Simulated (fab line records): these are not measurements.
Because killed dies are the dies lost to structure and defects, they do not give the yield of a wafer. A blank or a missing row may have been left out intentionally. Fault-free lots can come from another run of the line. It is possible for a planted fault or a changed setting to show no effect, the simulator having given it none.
A single fault, viewed from 2 desks :: flow gf180mcu :: numbers are kept per desk, each desk with only its own; the story behind them comes last

== TOOL OWNER'S DESK, implanter-02 ==
The tool's own readings at GF_MVSD_IMPLANT_08: means of the sampled wafers that have a number, for each lot that ran on this tool. A lot is out of limits, marked OUT, if its mean lies more than 4 standard deviations from the usual mean; the brackets give that distance.
Columns: A = beam energy keV at GF_MVSD_IMPLANT_08, usual 400.01
lot: L641
first seen here: day 4 17:59
A: 399.93

lot: L643
first seen here: day 5 07:41
A: 400.02

lot: L649
first seen here: day 6 16:17
A: 399.99

lot: L651
first seen here: day 7 02:02
A: 399.99

lot: L652
first seen here: day 7 10:32
A: 400.08

lot: L655
first seen here: day 8 02:43
A: 378.59 (-99 or more) OUT

lot: L657
first seen here: day 8 13:17
A: 378.57 (-99 or more) OUT
Finding of this desk: L655, L657 out of limits; the first was L655 at day 8 02:43, on beam energy keV at GF_MVSD_IMPLANT_08. In limits: L641, L643, L649, L651, L652.

== FROM THE METROLOGY DESK ==
Means of the sampled wafers that have a number, per lot and without regard to the tool the lot ran on: this is what the gauges read. A lot is out of limits, marked OUT, if its mean lies more than 4 standard deviations from the usual mean; the brackets give that distance.
Columns: A = INCOMING_BOW at GF_STI_BOW_MEAS_00, usual 0 um; B = MVSD_RS at GF_VT_IMPLANT_RS_MEAS_46, usual 456.4 ohm/sq; C = SALICIDE_TIN_RS at GF_SALICIDE_RS_MEAS_04, usual 16.3 ohm/sq
lot: L641
first seen here: day 1 15:02
A: -1
B: 456.5
C: 16.1

lot: L642
first seen here: day 1 20:00
A: -5
B: 454.5
C: 16.1

lot: L643
first seen here: day 2 01:00
A: 1
B: 457.8
C: 16.2

lot: L646
first seen here: day 2 16:00
A: -3
B: 457.6
C: 16.5

lot: L647
first seen here: day 2 21:01
A: 3
B: 458.4
C: 16.1

lot: L648
first seen here: day 3 02:01
A: -0
B: 456.3
C: 16.7

lot: L649
first seen here: day 3 07:00
A: -1
B: 456.8
C: 16.1

lot: L650
first seen here: day 3 12:00
A: 0
B: 455.5
C: 16.5

lot: L651
first seen here: day 3 17:00
A: 2
B: 457.2
C: 16.4

lot: L652
first seen here: day 3 22:00
A: -2
B: 454.3
C: 16.4

lot: L655
first seen here: day 4 13:01
A: 2
B: 459.3
C: 16.2

lot: L657
first seen here: day 4 23:00
A: -1
B: 462.9 (+5.0) OUT
C: 15.7

lot: L663
first seen here: day 6 05:00
A: 8
B: 455.7
C: 16.4
Per this desk, out of limits: L657; the first was L657, day 12 06:36 (MVSD_RS at GF_VT_IMPLANT_RS_MEAS_46). In limits: L641, L642, L643, L646, L647, L648, L649, L650, L651, L652, L655, L663.

== TAKEN TOGETHER ==
At day 8 02:43, on L655, L657, the tool owner's desk was in a position to raise an alarm.
On L657, the metrology desk was in a position to raise an alarm at day 12 06:36.
The metrology desk holds a record of L655, inside its limits.
The lots listed all ran GF_MVSD_IMPLANT_08 on implanter-02.

== WHAT THE SIMULATOR HAD INSERTED ==
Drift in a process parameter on implanter-02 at GF_MVSD_IMPLANT_08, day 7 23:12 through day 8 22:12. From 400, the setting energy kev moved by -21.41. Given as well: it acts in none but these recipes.
Struck lots among those shown: L655, L657.
Time in hours from fault onset to the first out-of-limits reading at each desk: tool owner's desk 4, metrology desk 103.
